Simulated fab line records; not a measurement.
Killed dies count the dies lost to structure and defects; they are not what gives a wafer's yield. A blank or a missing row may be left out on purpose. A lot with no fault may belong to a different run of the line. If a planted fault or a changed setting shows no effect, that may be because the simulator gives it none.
The tool behind it: which one? :: flow sfqLine :: 8 lots with 24 wafers sampled at 2 steps, on a route of 325 steps

WHAT EACH GAUGE READ, for each wafer
SFQ_L0_RS_MEAS_901: a four-point-probe measurement.
lot: L943
measured: day 1 22:34
on: filmMetro-04
L0_MONX_KI_RS (ohm/sq): 44.1 43.7 44.0

lot: L951
measured: day 3 14:36
on: filmMetro-02
L0_MONX_KI_RS (ohm/sq): 44.1 43.8 44.0

lot: L953
measured: day 4 00:34
on: filmMetro-01
L0_MONX_KI_RS (ohm/sq): 43.0 44.0 43.4

lot: L956
measured: day 4 15:34
on: filmMetro-01
L0_MONX_KI_RS (ohm/sq): 43.6 43.8 43.7

lot: L958
measured: day 5 01:35
on: filmMetro-04
L0_MONX_KI_RS (ohm/sq): 43.7 44.0 44.7

lot: L960
measured: day 5 11:34
on: filmMetro-02
L0_MONX_KI_RS (ohm/sq): 44.2 46.4 44.0

lot: L962
measured: day 5 21:35
on: filmMetro-02
L0_MONX_KI_RS (ohm/sq): 43.8 46.0 43.2

lot: L964
measured: day 6 07:34
on: filmMetro-02
L0_MONX_KI_RS (ohm/sq): 44.0 43.5 43.8

WHICH TOOL RAN EACH LOT (tool, then ch and the chambers of the sampled wafers, then the start)
lot: L943
SFQ_TRILAYER_L0_DEP_SPUTTER_003: pvdSputter-05, day 1 22:29

lot: L951
SFQ_TRILAYER_L0_DEP_SPUTTER_003: pvdSputter-05, day 3 14:29

lot: L953
SFQ_TRILAYER_L0_DEP_SPUTTER_003: pvdSputter-06, day 4 00:29

lot: L956
SFQ_TRILAYER_L0_DEP_SPUTTER_003: pvdSputter-05, day 4 15:29

lot: L958
SFQ_TRILAYER_L0_DEP_SPUTTER_003: pvdSputter-03, day 5 01:29

lot: L960
SFQ_TRILAYER_L0_DEP_SPUTTER_003: pvdSputter-05, day 5 11:29

lot: L962
SFQ_TRILAYER_L0_DEP_SPUTTER_003: pvdSputter-05, day 5 21:29

lot: L964
SFQ_TRILAYER_L0_DEP_SPUTTER_003: pvdSputter-06, day 6 07:29
- SFQ_TRILAYER_L0_DEP_SPUTTER_003: material MoNx KI, target thk 40 nm, time 100 s.

THE ANSWER, worked out from the rows above alone
Rule: the lots themselves supply what counts as usual. The widest of any qualifying gaps counts: lots, ordered by their means at a reading, are off when they make up no more than a third of the lots, leave a main group of 4 or more, and stand apart from it by 3 or more times the standard deviation of that group's means. If all means in a main group match to the digits the tables above print for the reading, that group is not used. A lot without any number at a reading at which 4 lots or more have one is off too. Where the step has rows for the other lots, those lots are counted as sound.
Across all readings shown, no lot is off: no conclusion can be drawn from this.

WHAT WAS PUT IN BY THE SIMULATOR
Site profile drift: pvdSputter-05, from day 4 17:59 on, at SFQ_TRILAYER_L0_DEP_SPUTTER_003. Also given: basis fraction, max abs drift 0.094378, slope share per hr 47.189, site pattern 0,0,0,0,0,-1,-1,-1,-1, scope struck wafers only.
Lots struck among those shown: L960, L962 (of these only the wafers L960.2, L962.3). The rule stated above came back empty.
